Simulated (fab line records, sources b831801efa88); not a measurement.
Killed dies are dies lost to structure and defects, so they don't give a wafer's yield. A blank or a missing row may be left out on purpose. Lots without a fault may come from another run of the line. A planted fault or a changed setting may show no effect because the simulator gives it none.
One fault seen from 2 desks | flow gf180mcu | each desk has only its own numbers; what lay behind them comes last

THE TOOL OWNER'S DESK: litho_track-03
The tool's own readings at GF_POLY_GATE_PEB_08 (peb time 90 s): means of the sampled wafers that have a number, for each lot that ran on this tool. A lot is out of limits, marked OUT, if its mean lies more than 4 standard deviations from the usual mean; the brackets give that distance.
Columns: A = heater_power_total_W at GF_POLY_GATE_PEB_08, usual 85.70 W; B = plate_temp_C at GF_POLY_GATE_PEB_08, usual 134.97 C
lot  | first seen here | A               | B
L142 | day 10 12:09    | 85.73           | 134.96
L145 | day 11 14:03    | 90.25 (+54) OUT | 134.85
L146 | day 11 17:31    | 90.25 (+54) OUT | 134.77
L156 | day 14 14:53    | 85.73           | 134.90
L157 | day 15 05:20    | 85.74           | 135.03
L160 | day 16 02:32    | 85.64           | 135.19
This desk's finding: out of limits on L145, L146; first on L145, day 11 14:03 (heater_power_total_W at GF_POLY_GATE_PEB_08). In limits: L142, L156, L157, L160.

THE METROLOGY DESK
What the gauges read, lot by lot, whatever tool the lot ran on: means of the sampled wafers that have a number. A lot is out of limits, marked OUT, if its mean lies more than 4 standard deviations from the usual mean; the brackets give that distance.
Columns: A = cd_nm at GF_POLY_GATE_CD_MEAS_10, usual 279.3 nm; B = HV_LDD_OVL at GF_HV_LDD_OVL_MEAS_08, usual -0.9 nm; C = cd_nm at GF_HV_LDD_CD_MEAS_19, usual 399.5 nm
lot  | first seen here | A                | B    | C
L137 | day 9 01:36     | 278.5            | -2.2 | 397.2
L138 | day 9 11:56     | 280.7            | -1.0 | 395.5
L139 | day 10 01:15    | 277.6            | -0.0 | 402.2
L141 | day 10 02:59    | 278.4            | -1.3 | 399.0
L142 | day 10 12:29    | 280.7            | -0.9 | 398.6
L145 | day 11 14:23    | 282.9            | -2.1 | 400.2
L146 | day 11 17:52    | 283.6 (+4.3) OUT | -1.8 | 399.4
L153 | day 13 20:56    | 277.7            | -0.2 | 396.4
L155 | day 14 11:22    | 277.8            | -1.5 | 400.0
L156 | day 14 15:13    | 279.6            | -1.2 | 402.9
L157 | day 15 05:40    | 278.9            | -0.6 | 399.9
L158 | day 15 10:18    | 278.7            | 1.4  | 400.6
L159 | day 15 16:19    | 279.1            | -0.4 | 397.4
L160 | day 16 02:52    | 280.0            | -0.7 | 401.2
This desk's finding: out of limits on L146; first on L146, day 11 17:52 (cd_nm at GF_POLY_GATE_CD_MEAS_10). In limits: L137, L138, L139, L141, L142, L145, L153, L155, L156, L157, L158, L159, L160.

PUT TOGETHER
The tool owner's desk could have raised an alarm at day 11 14:03, on L145, L146.
The metrology desk could have raised an alarm at day 11 17:52, on L146.
The metrology desk has L145 on record, within its limits.
Of the lots named, all ran GF_POLY_GATE_PEB_08 on litho_track-03.

WHAT THE SIMULATOR HAD PUT IN
Process parameter drift: litho_track-03, from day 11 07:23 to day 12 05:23, at GF_POLY_GATE_PEB_08. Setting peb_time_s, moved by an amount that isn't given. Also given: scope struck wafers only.
Lots struck among those shown: L145, L146.
Hours from the fault's start to each desk's first reading out of limits: the tool owner's desk, 7; the metrology desk, 10.
